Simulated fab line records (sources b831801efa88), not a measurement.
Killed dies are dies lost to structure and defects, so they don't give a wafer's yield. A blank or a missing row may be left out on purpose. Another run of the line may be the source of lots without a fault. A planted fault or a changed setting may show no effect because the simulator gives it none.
Code-filled problem report in 8D (eight disciplines) form :: flow gf180mcu :: the parts of the form that need people (team, actions taken, sign-off) are left out

## 1. THE PROBLEM
Wafers free of any fault read 1001 nm (standard deviation 13) for PASSIVATION_CVD_00_THK at GF_PASSIVATION_THK_MEAS_01, against a mean of 1114 nm on 6 wafers of 2 lots. Relative to the usual mean, that is a shift of +8.7 standard deviations.
First observed at day 33 20:38: wafer L882.1, on film-metro-01. The record holds 33 wafers of 11 lots with a number at this step. By rule, "out" or "out of limits" means more than 4 standard deviations away from the usual mean. All remaining wafers that have a number are taken as sound.

## 2. WHAT IT IS, AND WHAT IT ISN'T
question: which readings at this step
is: PASSIVATION_CVD_00_THK
is not: -

question: which lots
is: L882, L884
is not: L861, L864, L867, L870, L871, L873, L875, L876, L877

question: which wafers of those lots
is: all that have a number
is not: -

question: read on which gauges
is: film-metro-01
is not: film-metro-03, film-metro-04

question: when
is: from day 33 20:38
is not: up to then (27 sound wafers)

## 3. THE SUSPECTS, EACH WITH WHAT RULES IT OUT
Counting: a tool at a process step up to the reading stays a suspect if it ran every lot that is out and no sound lot after the first of them.
- ruled out: the gauge at GF_PASSIVATION_THK_MEAS_01. All the wafers that are out were read on film-metro-01, but those of them that GF_PASSIVATION_CVD_00 has rows for are out there too, on other tools.
- pecvd-02 at GF_PASSIVATION_CVD_00 (deposits SiO2 from TEOS, target thk 1000 nm, time 111.95 s): kept. It processed each lot that is out, first L882 at day 33 20:33, and no sound lot thereafter; up to then, the last sound lot it processed was L873 at day 31 18:05. Out on those wafers are its own readings of rf-fwd-power-W.
After counting, what remains is pecvd-02 at GF_PASSIVATION_CVD_00.

## 4. THE CAUSE (what the simulator had put in)
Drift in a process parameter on pecvd-02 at GF_PASSIVATION_CVD_00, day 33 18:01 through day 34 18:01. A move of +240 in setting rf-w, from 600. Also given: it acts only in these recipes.
The count eliminated every tool but this one.

## 5. THE EFFECT CHAIN, in route order
One row per reading whose mean, taken over the struck wafers that have a number, lies over 3 standard deviations from the usual. Only readings whose record carries a usual standard deviation are examined. hours: median over the lots of the time between each lot's start at the first step of this table that gives one and its start at this step. sigmas: the change, counted in usual standard deviations.
hours: 0
step: GF_PASSIVATION_CVD_00
reading: rf-fwd-power-W
usual: 596.9 W
on struck wafers: 836.6
change: +239.8
sigmas: +99 or more

hours: 0
step: GF_PASSIVATION_THK_MEAS_01
reading: PASSIVATION_CVD_00_THK
usual: 1001 nm
on struck wafers: 1114
change: +113
sigmas: +8.7

hours: 15
step: GF_PASSIVATION_ETCH_11
reading: oes-product-au
usual: 0.961 a.u.
on struck wafers: 0.983
change: +0.022
sigmas: +3.2
The process steps in it:
- GF_PASSIVATION_CVD_00: deposits SiO2 from TEOS, target thk 1000 nm, time 111.95 s.
- GF_PASSIVATION_ETCH_11: etches the open film in CF4/O2, stops on TiN, target depth 1800 nm, time 407.7 s.

## 6. HOW IT WOULD HAVE BEEN CAUGHT EARLIER
In this record the first reading out of limits at a measuring or inspecting step was taken at day 33 20:38, 3 hours after the fault began at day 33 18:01.
The tool's own readings at GF_PASSIVATION_CVD_00 were out on every struck wafer that the step has a row for (rf-fwd-power-W): an alarm limit on them would have fired on the first of those.
L884, from the lots that are out (2), started GF_PASSIVATION_CVD_00 on pecvd-02 later than day 33 20:38. Holding the tool at that time would have saved it.
